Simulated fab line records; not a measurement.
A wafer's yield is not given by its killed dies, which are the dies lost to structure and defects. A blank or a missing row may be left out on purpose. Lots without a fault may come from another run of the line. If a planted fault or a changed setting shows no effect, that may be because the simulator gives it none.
Comparing a struck lot with a sound one | flow sky130 | 15 steps out of a route of 708
Sound: these wafers, L941.1, L941.2, L941.3. Wafers struck: L943.1, L943.3, L943.5. The cause comes at the end.
Each step with rows lists, per side, the tool, then ch with its chambers, then its first start. Under that, the readings that differ: sound wafers | struck wafers | difference of the means | sigmas: that difference in standard deviations of wafers without a fault.
alike: a reading whose means differ by less than 2 such deviations, as well as words and numbers matching on both sides. not compared: withheld readings; readings where some wafer has no value; bounds like >300 that might hide an equal value; numbers whose values overlap and for which the record gives no deviation.
Wherever a step has rows on one side only, a row that says differs or no value, or a row with sigmas, the two part there. Numbers that don't overlap but have no deviation are shown without sigmas and don't part them. A reading missing from all wafers of one side parts the sides only when that side holds two or more wafers.

SKY_METAL5_SPUTTER_03: material Ti, target thk 5 nm, time 3.3 s.
  sound: pvd-sputter-01 at day 46 09:22; struck: pvd-sputter-01 at day 47 02:16
  alike: cathode-dc-power-W, throttle-valve-pct
SKY_METAL5_SPUTTER_04: material TiN, target thk 70 nm, time 56.1 s.
  sound: pvd-sputter-01 at day 46 09:23; struck: pvd-sputter-01 at day 47 02:17
  alike: cathode-dc-power-W, throttle-valve-pct
SKY_METAL5_RS_MEAS_05: measures by four-point-probe.
  sound: film-metro-02 at day 46 09:26; struck: film-metro-04 at day 47 02:20
  alike: METAL5_ALCU_RS
SKY_METAL5_THK_MEAS_06: measures by xrf.
  sound: film-metro-02 at day 46 09:34; struck: film-metro-04 at day 47 02:27
  alike: METAL5_ALCU_THK
then, 7 steps without rows for these wafers: SKY_METAL5_DEHYDRATE_07 (time 60 s); SKY_METAL5_HMDS_08 (prime time 60 s); SKY_METAL5_COAT_09 (resist thk 1800 nm); SKY_METAL5_SOFTBAKE_10 (time 60 s); SKY_METAL5_EXPOSE_11 (exposes mask MM5, target cd 1600 nm); SKY_METAL5_PEB_12; SKY_METAL5_DEVELOP_13 (develop time 60 s).
SKY_METAL5_DESCUM_14: chemistry O2, time 11 s.
  sound on rie-metal-03 ch 0,1, day 47 05:01; struck on rie-metal-04 ch 0,1, day 47 21:49
  alike: drypump-motor-current-A, oes-product-au
  not compared: rf-hours-counter-h
SKY_METAL5_METAL_ETCH_15: etches the open film in Cl2/BCl3, stops on SiO2, target depth 1260 nm, time 252 s.
  sound on rie-metal-03 ch 0,1, day 47 05:04; struck on rie-metal-04 ch 0,1, day 47 21:52
  no value came back on the struck wafers for any of 5 readings (bcl3-flow-sccm (sccm), bias-w (W) and others); on the sound wafers bcl3-flow-sccm (sccm) reads 30.07 29.86 30.26
  reading                                     | sound             | struck            | difference | sigmas
  model.NOVOLAK_of_METAL5_COAT_09.thk-nm (nm) | 1022 1058 1027    | 1795 1798 1798    | +761       |
  model.SiO2_of_VIA4_HDPCVD_00.thk-nm (nm)    | 550.6 549.5 549.1 | 574.9 573.3 575.5 | +24.8      |
  not compared: rf-hours-counter-h
SKY_METAL5_STRIP_16: strips in O2/N2.
  sound on plasma-asher-03 ch 0,1, day 47 05:17; struck on plasma-asher-01 ch 0,1, day 47 22:05
  reading                      | sound             | struck            | difference | sigmas
  strip-time-to-endpoint-s (s) | 12.93 13.30 13.00 | 21.60 21.63 21.63 | +8.54      | +66
  alike: drypump-motor-current-A, oes-product-au
  not compared: rf-hours-counter-h
then, 1 step without rows for these wafers: SKY_METAL5_STRIP_17 (strips in post etch residue remover, time 1200 s).

## WHERE THEY PART
Earliest at SKY_METAL5_METAL_ETCH_15; latest, in this record, at SKY_METAL5_STRIP_16.

WHY: the cause the simulator had injected
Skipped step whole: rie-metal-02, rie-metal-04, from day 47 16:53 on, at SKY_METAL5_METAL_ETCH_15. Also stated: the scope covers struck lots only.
